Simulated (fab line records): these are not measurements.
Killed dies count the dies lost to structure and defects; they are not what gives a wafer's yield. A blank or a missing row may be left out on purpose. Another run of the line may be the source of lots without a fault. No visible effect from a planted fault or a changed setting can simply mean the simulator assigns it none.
A lot that was struck, set against a sound lot | flow sky130 | 16 out of 708 route steps
Sound: these wafers, L673.1, L673.3, L673.6. Struck: wafers L684.1, L684.3. At the end, the cause is stated.
Per side, at each step with rows, come the tool, then ch with its chambers, and then its first start. Under that, the readings that differ: sound wafers | struck wafers | difference of the means | sigmas: that difference in standard deviations of wafers without a fault.
alike: words and numbers the same on both sides, and readings whose means are apart by under 2 such deviations; not compared: readings that were withheld, readings missing a value for some wafer, numbers with overlapping values and no deviation given by the record, and bounds like >300 which may hide the same value.
The two part at a step that has a row with sigmas, a row that says differs or no value, or rows on one side only. Non-overlapping numbers with no deviation appear without sigmas and do not part them. A reading missing from all wafers of one side parts the sides only when that side holds two or more wafers.

SKY_SD_N_OVL_MEAS_08:
  sound on overlay-02, day 31 06:05; struck on overlay-01, day 34 08:56
reading       | sound         | struck  | difference | sigmas
SD_N_OVL (nm) | -1.9 0.1 -1.2 | 2.7 2.6 | +3.7       | +2
then, 2 steps without rows for these wafers: SKY_SD_N_IMPLANT_09; SKY_SD_N_IMPLANT_10.
SKY_SD_N_STRIP_11: strips in O2/N2.
  sound on plasmaAsher-01 ch 0, day 31 06:25; struck on plasmaAsher-04 ch 1, day 34 09:16
  alike: drypumpMotorCurrentA, n2FlowSccm, oesProductAu, stripTimeToEndpointS
  not compared: rfHoursCounterH
SKY_SD_N_TW_MEAS_12:
  sound on filmMetro-02, day 31 06:31; struck on filmMetro-01, day 34 09:22
  alike: SD_N_TW
then, 1 step without rows for these wafers: SKY_SD_N_CLEAN_13 (cleans in SC1/SC2, time 150 s).
SKY_SD_N_RTA_14: time 2 s.
  sound on rtpAnneal-01 ch 0, day 31 06:38; struck on rtpAnneal-01 ch 0, day 34 09:29
  alike: lampPowerPct, rampDownCPerS, wafer_temp_C_max
SKY_SD_N_RS_MEAS_16: measurement is done with a four-point probe.
  sound on filmMetro-03, day 31 06:49; struck on filmMetro-03, day 34 09:40
  alike: SD_N_RS
SKY_SD_N_RS_MEAS_17: measurement is done with a four-point probe.
  sound on filmMetro-03, day 31 06:56; struck on filmMetro-03, day 34 09:47
  alike: SD_P_RS
SKY_SD_N_RS_MEAS_18: measurement is done with a four-point probe.
  sound on filmMetro-03, day 31 07:03; struck on filmMetro-03, day 34 09:54
  alike: RES_XHIGH_RS
then, 1 step without rows for these wafers: SKY_SALICIDE_CLEAN_00 (cleans in HF-last, time 30 s).
SKY_LI_CONTACT_HDPCVD_00: deposits PSG, target thk 930 nm, time 155 s.
  sound on hdpcvd-01 ch 1,2, day 31 07:11; struck on hdpcvd-02 ch 0,1, day 34 10:02
reading                                      | sound             | struck      | difference | sigmas
runLengthS (s)                               | 183.0 182.6 183.0 | 205.1 205.5 | +22.4      | +52
model.PSG_of_LI_CONTACT_HDPCVD_00.thkNm (nm) | 923.6 938.3 916.2 | 1062 1059   | +134       | 
SKY_LI_CONTACT_THK_MEAS_01:
  sound on filmMetro-01, day 31 07:17; struck on filmMetro-01, day 34 10:08
reading                    | sound       | struck    | difference | sigmas
LI_CONTACT_HDPCVD_THK (nm) | 924 938 916 | 1061 1059 | +134       | +14
SKY_LI_CONTACT_CMP_02: polishes PSG.
  sound on cmp-02 ch 0,1, day 31 07:21; struck on cmp-02 ch 1,2, day 34 10:15
reading             | sound          | struck    | difference | sigmas
timeToEndpointS (s) | 30.7 33.1 32.6 | 45.4 41.5 | +11.3      | +5
  alike: edgeZonePressureFrac, motorCurrentA, slurryFlowMlMin
SKY_LI_CONTACT_BOW_MEAS_03:
  sound on filmMetro-03, day 31 07:39; struck on filmMetro-01, day 34 10:30
  alike: LI_CONTACT_BOW
then, 1 step without rows for these wafers: SKY_PAD_OPEN_PROBE_99.

WHERE THEY PART
Earliest at SKY_SD_N_OVL_MEAS_08; latest, in this record, at SKY_LI_CONTACT_CMP_02. Later steps at which nothing parts them and some readings are alike: SKY_LI_CONTACT_BOW_MEAS_03.

WHY: what the simulator had put in
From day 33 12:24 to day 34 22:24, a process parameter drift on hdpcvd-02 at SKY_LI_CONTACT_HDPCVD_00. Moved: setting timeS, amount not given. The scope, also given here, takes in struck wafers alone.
